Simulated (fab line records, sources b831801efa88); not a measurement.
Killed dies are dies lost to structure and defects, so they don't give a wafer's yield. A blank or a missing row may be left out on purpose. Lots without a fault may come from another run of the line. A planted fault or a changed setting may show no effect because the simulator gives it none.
Chamber matching | flow gf180mcu | GF_V4_STRIP_19 on wet_bench-02: 4 sister chambers
The step strips in post etch residue remover, time 1200 s. 20 wafers are shown with their chamber, then 10 later ones without.

WAFERS WITH THEIR CHAMBER
wafer  | chamber | bath_guard_temp_C (C) | bath_heat_duty_pct (%)
L700.2 | 3       | 72.4                  | 13.9
L700.4 | 3       | 72.3                  | 13.8
L700.6 | 3       | 72.7                  | 14.2
L701.2 | 0       | 72.0                  | 13.7
L701.3 | 0       | 71.8                  | 13.8
L701.5 | 0       | 72.0                  | 14.5
L703.1 | 3       | 73.1                  | 13.5
L703.5 | 3       | 72.7                  | 14.6
L703.6 | 3       | 72.4                  | 13.5
L707.1 | 1       | 72.8                  | 15.0
L707.2 | 1       | 72.7                  | 15.9
L707.5 | 1       | 72.9                  | 16.4
L708.1 | 0       | 71.8                  | 13.8
L708.4 | 0       | 72.1                  | 14.4
L708.5 | 0       | 71.9                  | 14.2
L709.3 | 1       | 73.1                  | 13.7
L709.4 | 1       | 73.1                  | 14.8
L709.6 | 1       | 73.0                  | 16.3
L710.1 | 2       | 73.3                  | 15.1
L710.4 | 2       | 72.9                  | 16.7

SIGNATURES (means of the wafers above)
reading            | chamber 0 | chamber 1 | chamber 2 | chamber 3 | scatter within a chamber
bath_guard_temp_C  | 71.933    | 72.933    | 73.100    | 72.600    | 0.213
bath_heat_duty_pct | 14.067    | 15.350    | 15.900    | 13.917    | 0.717
Rule: a wafer's distance from a chamber is the root of the sum, over the readings, of the square of ((its reading less the chamber's mean) divided by the reading's scatter). The wafer belongs to the nearest chamber; if the next one is less than 2 further off, it can't be placed. The scatter: the root of (the sum of the squares of (reading less its chamber's mean) over the shown wafers, divided by (wafers less chambers)).

WAFERS WITHOUT THEIR CHAMBER
wafer  | bath_guard_temp_C (C) | bath_heat_duty_pct (%)
L710.6 | 72.9                  | 16.0
L717.2 | 73.0                  | 15.8
L717.4 | 72.8                  | 16.4
L717.6 | 72.6                  | 15.6
L716.3 | 73.0                  | 15.6
L716.4 | 73.0                  | 16.5
L716.5 | 72.8                  | 16.2
L721.3 | 72.1                  | 13.1
L721.5 | 71.9                  | 13.5
L721.6 | 71.6                  | 15.0

WHICH CHAMBER EACH WENT THROUGH
wafer  | from the rows above          | in truth
L710.6 | can't be placed: 1 or 2      | 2
L717.2 | can't be placed: 2 or 1      | 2
L717.4 | can't be placed: 2 or 1      | 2
L717.6 | can't be placed: 1 or 3 or 2 | 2
L716.3 | can't be placed: 1 or 2      | 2
L716.4 | can't be placed: 2 or 1      | 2
L716.5 | can't be placed: 1 or 2 or 3 | 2
L721.3 | can't be placed: 0 or 3      | 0
L721.5 | 0                            | 0
L721.6 | 0                            | 0
Placed correctly: 2 of 10. Can't be placed from these rows: 8 (the true chamber is among the candidates in 8). Placed wrongly: 0.
